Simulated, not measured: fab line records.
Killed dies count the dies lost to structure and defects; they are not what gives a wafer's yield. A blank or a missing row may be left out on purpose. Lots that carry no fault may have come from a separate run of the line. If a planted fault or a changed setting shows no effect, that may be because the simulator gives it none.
A lot that was struck, set against a sound lot -- flow sky130 -- 43 steps out of a route of 708
Sound: the wafers L882.2, L882.3, L882.6. Struck: wafer L893.2 (left out: L893.3, L893.5 of the same lot, which were not struck); the cause appears at the end.
For every step that has rows: the tool of each side, followed by ch and its chambers, followed by its first start. Under that, the readings that differ: sound wafers -- struck wafers -- difference of the means -- sigmas: that difference in standard deviations of wafers without a fault.
alike: same words and numbers on both sides, and readings whose means sit less than 2 such deviations apart. not compared: any withheld reading, any reading some wafer has no value for, any bound like >300 that may hide the same value, and any number with overlapping values for which the record gives no deviation.
A row with sigmas, a row that says differs or no value, or rows on one side alone: a step with any of these is where the two part. Numbers that have no deviation but don't overlap get no sigmas and don't part them. Lack of a reading on every wafer of one side parts them only where that side has two or more wafers.

first, 3 steps without rows for these wafers: SKY_CONTACT_ETCH_16 (etches BARC in N2/H2, stops on SiO2, time 45.9 s, target depth 60 nm); SKY_CONTACT_ETCH_17 (etches SiO2 in C4F8/O2/Ar, stops on Si3N4, target depth 340 nm); SKY_CONTACT_ETCH_18 (etches Si3N4 in CHF3/O2, stops on TiN, time 39 s, target depth 75 nm).
SKY_CONTACT_STRIP_19: strips in O2/N2.
  sound on plasma-asher-04 ch 0,1, day 31 16:32; struck on plasma-asher-02 ch 0, day 35 11:14
reading,sound,struck,difference,sigmas
strip-time-to-endpoint-s (s),3.718 3.651 3.713,3.637,-0.057,-2
  alike: drypump-motor-current-A, o2-flow-sccm, oes-product-au
  not compared: rf-hours-counter-h
then, 4 steps without rows for these wafers: SKY_CONTACT_STRIP_20 (strips in post etch residue remover, time 1200 s); SKY_CONTACT_CLEAN_21 (cleans in IPA, time 180 s); SKY_CONTACT_CLEAN_22 (cleans in O3/DIW); SKY_CONTACT_SPUTTER_23 (material TiN, target thk 20 nm, time 80 s).
SKY_CONTACT_CVD_24: deposits W, target thk 340 nm, time 102.12 s.
  sound on cvd-w-01 ch 1, day 31 17:12; struck on cvd-w-01 ch 0, day 35 11:53
  alike: heater-power-w
SKY_CONTACT_RS_MEAS_25: measures by four-point-probe.
  sound on film-metro-03, day 31 17:20; struck on film-metro-03, day 35 12:01
  alike: CONTACT_W_RS
SKY_CONTACT_THK_MEAS_26: measures by xrf.
  sound on film-metro-03, day 31 17:26; struck on film-metro-03, day 35 12:08
  alike: CONTACT_W_THK
then, 1 step without rows for these wafers: SKY_CONTACT_CMP_27 (polishes, stops on SiO2, t overpolish 15 s, target thk 0 nm).
SKY_METAL1_SPUTTER_00: material Ti, target thk 15 nm, time 10 s.
  sound on pvd-sputter-03, day 31 17:47; struck on pvd-sputter-04, day 35 12:29
  alike: throttle-valve-pct
then, 4 steps without rows for these wafers: SKY_METAL1_SPUTTER_01 (material TiN, target thk 20 nm, time 16.7 s); SKY_METAL1_SPUTTER_02 (material AlCu, target thk 250 nm, time 13.3 s); SKY_METAL1_SPUTTER_03 (material Ti, target thk 5 nm, time 3.3 s); SKY_METAL1_SPUTTER_04 (material TiN, target thk 70 nm, time 58.3 s).
SKY_METAL1_RS_MEAS_05: measures by four-point-probe.
  sound on film-metro-03, day 31 17:57; struck on film-metro-03, day 35 12:38
  alike: METAL1_ALCU_RS
SKY_METAL1_THK_MEAS_06: measures by xrf.
  sound on film-metro-03, day 31 18:04; struck on film-metro-03, day 35 12:45
  alike: METAL1_ALCU_THK
then, 8 steps without rows for these wafers: SKY_METAL1_DEHYDRATE_07 (time 60 s); SKY_METAL1_HMDS_08 (prime time 60 s); SKY_METAL1_COAT_09 (resist thk 60 nm); SKY_METAL1_COAT_10 (resist thk 450 nm); SKY_METAL1_SOFTBAKE_11 (time 90 s); SKY_METAL1_EXPOSE_12 (exposes mask MM1, target cd 140 nm); SKY_METAL1_PEB_13; SKY_METAL1_DEVELOP_14 (develop time 60 s).
SKY_METAL1_CD_MEAS_15 targets a cd of 140 nm.
  sound on cd-sem-01, day 32 20:29; struck on cd-sem-02, day 36 14:11
  alike: cd-nm
SKY_METAL1_OVL_MEAS_16:
  sound on overlay-02, day 32 20:35; struck on overlay-01, day 36 14:17
  alike: METAL1_OVL
SKY_METAL1_DESCUM_17: chemistry O2, time 8 s.
  sound on rie-metal-04 ch 0, day 32 20:38; struck on rie-metal-03 ch 0, day 36 14:19
reading,sound,struck,difference,sigmas
rf-hours-counter-h (h),- - -,11.1,no value on the sound wafers,
  alike: drypump-motor-current-A, oes-product-au
then, 2 steps without rows for these wafers: SKY_METAL1_ETCH_18 (etches BARC in N2/H2, stops on SiO2, time 45.9 s, target depth 60 nm); SKY_METAL1_METAL_ETCH_19 (etches the open film in Cl2/BCl3, stops on SiO2, target depth 360 nm, time 78 s).
SKY_METAL1_STRIP_20: strips in O2/N2.
  sound on plasma-asher-02 ch 0,1, day 32 20:59; struck on plasma-asher-02 ch 1, day 36 14:30
  alike: drypump-motor-current-A, o2-flow-sccm, oes-product-au, strip-time-to-endpoint-s
  not compared: rf-hours-counter-h
then, 4 steps without rows for these wafers: SKY_METAL1_STRIP_21 (strips in post etch residue remover, time 1200 s); SKY_METAL1_CLEAN_22 (cleans in IPA, time 180 s); SKY_METAL1_CLEAN_23 (cleans in O3/DIW); SKY_VIA1_HDPCVD_00 (deposits SiO2, target thk 1030 nm, time 171.7 s).
SKY_VIA1_THK_MEAS_01:
  sound on film-metro-02, day 32 21:42; struck on film-metro-04, day 36 15:13
  alike: VIA1_HDPCVD_THK
SKY_VIA1_CMP_02: polishes SiO2.
  sound on cmp-01 ch 1,2,3, day 32 21:51; struck on cmp-01 ch 0, day 36 15:22
  alike: head-pressure-psi, motor-current-A, slurry-filter-dp-kPa
SKY_VIA1_BOW_MEAS_03:
  sound on film-metro-02, day 32 22:04; struck on film-metro-04, day 36 15:38
  alike: VIA1_BOW
then, 2 steps without rows for these wafers: SKY_VIA1_DEHYDRATE_04 (time 60 s); SKY_VIA1_HMDS_05 (prime time 60 s).
-- the record jumps here: 12 days lie between the struck wafers' starts before and after (it left off in module VIA1 and takes up again in module PAD_OPEN, whose first step shown is number 708 of the route) --
SKY_PAD_OPEN_PROBE_99:
  sound on prober-01, day 45 19:59; struck on prober-02, day 48 16:11
reading,sound,struck,difference,sigmas
hold,- - -,await-dispo/2.1h/release,no value on the sound wafers,
defect-limited-yield (%),84.1 83.5 84.6,71.7,-12.4,-7
killed_at_M0_to_M3,43 37 42,94,+53,+8
killed_at_M4_up,1 3 3,7,+5,+2
killed-at-other,0 0 2,3,+2,+5
killed-dies,78 81 76,139,+61,+6
sort_bin_3_pad_short (%),0.8 1.4 1.2,4.5,+3.4,+8
sort_bin_5_function (%),7.5 8.7 9.8,16.3,+7.6,+5
sort-n-pass,414 411 416,353,-61,-6
sort-yield-pct (%),84.1 83.5 84.6,71.7,-12.4,-7
model.etest.tester.sort-n-pass,414 411 416,353,-61,
model.etest.tester.sort-yield-pct (%),84.15 83.54 84.55,71.75,-12.33,
model.etest.tester.sort_bin_5_pct (%),7.52 8.74 9.756,16.26,+7.59,
model.etest.tester.sort_bin_3_pct (%),0.813 1.423 1.22,4.472,+3.320,
  alike: killed-at-contacts, killed-at-front-end, killed-open, killed-short, sort_bin_6_memory

WHERE THEY PART
Earliest at SKY_CONTACT_STRIP_19; latest, in this record, at SKY_PAD_OPEN_PROBE_99.

WHY: what had been put in by the simulator
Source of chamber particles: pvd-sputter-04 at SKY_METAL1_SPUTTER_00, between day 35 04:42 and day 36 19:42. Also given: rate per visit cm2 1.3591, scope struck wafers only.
